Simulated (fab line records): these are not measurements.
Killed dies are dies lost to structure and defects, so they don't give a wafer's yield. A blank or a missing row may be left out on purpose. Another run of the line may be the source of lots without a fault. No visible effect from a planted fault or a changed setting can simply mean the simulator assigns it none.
One fault through the eyes of 2 desks + flow gf180mcu + numbers are kept per desk, each desk with only its own; the story behind them comes last

AT THE METROLOGY DESK
Lot by lot, what the gauges showed, no matter which tool ran the lot: averages of those sampled wafers that carry a number. Any lot whose mean is over 4 standard deviations away from the usual mean is out of limits and marked OUT; that distance is given in the brackets.
Columns: A = V1_OVL at GF_V1_OVL_MEAS_15, usual -1 nm
| lot  | first seen here | A  |
|------|-----------------|----|
| L941 | day 18 22:55    | -3 |
| L942 | day 19 07:16    | -7 |
| L943 | day 19 15:31    | -1 |
| L946 | day 20 19:29    | 1  |
| L947 | day 21 05:56    | 2  |
| L948 | day 21 12:18    | -6 |
| L956 | day 24 07:49    | 6  |
| L957 | day 24 23:02    | 0  |
| L958 | day 25 05:35    | -3 |
| L959 | day 25 11:19    | 3  |
| L960 | day 25 14:58    | 2  |
| L962 | day 26 06:11    | -8 |
| L961 | day 26 07:58    | 0  |
This desk's verdict: no lot among the 13 shows anything out of limits.

FOR THE TOOL OWNER'S DESK: litho_track-01
The tool's own readings at GF_VT_IMPLANT_COAT_35 (resist thk 1000 nm): means of the sampled wafers that have a number, for each lot that ran on this tool. Any lot whose mean is over 4 standard deviations away from the usual mean is out of limits and marked OUT; that distance is given in the brackets.
Columns: A = spin_speed_rpm at GF_VT_IMPLANT_COAT_35, usual 3000.0 rpm
| lot  | first seen here | A      |
|------|-----------------|--------|
| L942 | day 8 00:47     | 2999.1 |
| L943 | day 8 06:15     | 3000.4 |
| L946 | day 9 05:30     | 3000.7 |
| L947 | day 9 11:53     | 2998.2 |
| L948 | day 9 17:45     | 2999.1 |
| L959 | day 12 15:38    | 3001.3 |
| L962 | day 13 17:15    | 3002.1 |
This desk's verdict: no lot among the 7 shows anything out of limits.

TAKEN TOGETHER
Nothing out of limits was seen by the metrology desk.
Nothing out of limits was seen by the tool owner's desk.

WHAT WAS PUT IN BY THE SIMULATOR
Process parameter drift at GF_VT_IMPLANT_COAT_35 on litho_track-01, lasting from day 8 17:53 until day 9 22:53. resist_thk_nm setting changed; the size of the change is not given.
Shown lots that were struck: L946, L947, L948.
